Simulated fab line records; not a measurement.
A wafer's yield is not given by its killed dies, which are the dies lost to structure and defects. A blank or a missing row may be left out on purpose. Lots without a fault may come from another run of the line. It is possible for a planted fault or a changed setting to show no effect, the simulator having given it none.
One fault through the eyes of 2 desks + flow gf180mcu + each desk holds nothing but its own numbers, with what lay behind them at the end

## DESK OF THE TOOL OWNER: cmp-02
The tool's own readings at GF_V1_CMP_04 (polishes SiO2): means of the sampled wafers that have a number, for each lot that ran on this tool. If a lot's mean is further than 4 standard deviations from the usual mean, the lot is out of limits and carries the mark OUT (the distance appears in the brackets).
Columns: A = motor current A at GF_V1_CMP_04, usual 12.7 A; B = retaining ring pressure frac at GF_V1_CMP_04, usual 1.000; C = time to endpoint s at GF_V1_CMP_04, usual 83 s
| lot  | first seen here | A    | B     | C  |
|------|-----------------|------|-------|----|
| L523 | day 17 17:46    | 12.7 | 1.006 | 82 |
| L528 | day 19 14:56    | 11.9 | 0.999 | 83 |
| L535 | day 22 05:52    | 13.2 | 1.003 | 94 |
| L537 | day 22 21:43    | 12.2 | 1.002 | 94 |
| L538 | day 23 08:34    | 13.9 | 1.002 | 91 |
Result from this desk: across the 5 lots, nothing is out of limits.

## FROM THE METROLOGY DESK
Means of the sampled wafers that have a number, per lot and without regard to the tool the lot ran on: this is what the gauges read. If a lot's mean is further than 4 standard deviations from the usual mean, the lot is out of limits and carries the mark OUT (the distance appears in the brackets).
Columns: A = cd nm at GF_HV_LDD_CD_MEAS_19, usual 399.7 nm
| lot  | first seen here | A     |
|------|-----------------|-------|
| L523 | day 11 02:21    | 400.1 |
| L524 | day 11 07:55    | 400.8 |
| L528 | day 12 16:26    | 400.1 |
| L527 | day 12 16:47    | 400.7 |
| L529 | day 12 20:30    | 401.1 |
| L535 | day 14 23:02    | 399.4 |
| L537 | day 15 12:38    | 398.6 |
| L538 | day 15 23:10    | 402.1 |
| L539 | day 16 03:49    | 396.0 |
| L542 | day 17 01:04    | 401.3 |
| L544 | day 17 21:26    | 399.7 |
| L546 | day 18 08:10    | 399.7 |
Result from this desk: across the 12 lots, nothing is out of limits.

## ALL TOGETHER
The tool owner's desk saw nothing out of limits.
Nothing out of limits was seen by the metrology desk.

## WHAT HAD BEEN PUT IN BY THE SIMULATOR
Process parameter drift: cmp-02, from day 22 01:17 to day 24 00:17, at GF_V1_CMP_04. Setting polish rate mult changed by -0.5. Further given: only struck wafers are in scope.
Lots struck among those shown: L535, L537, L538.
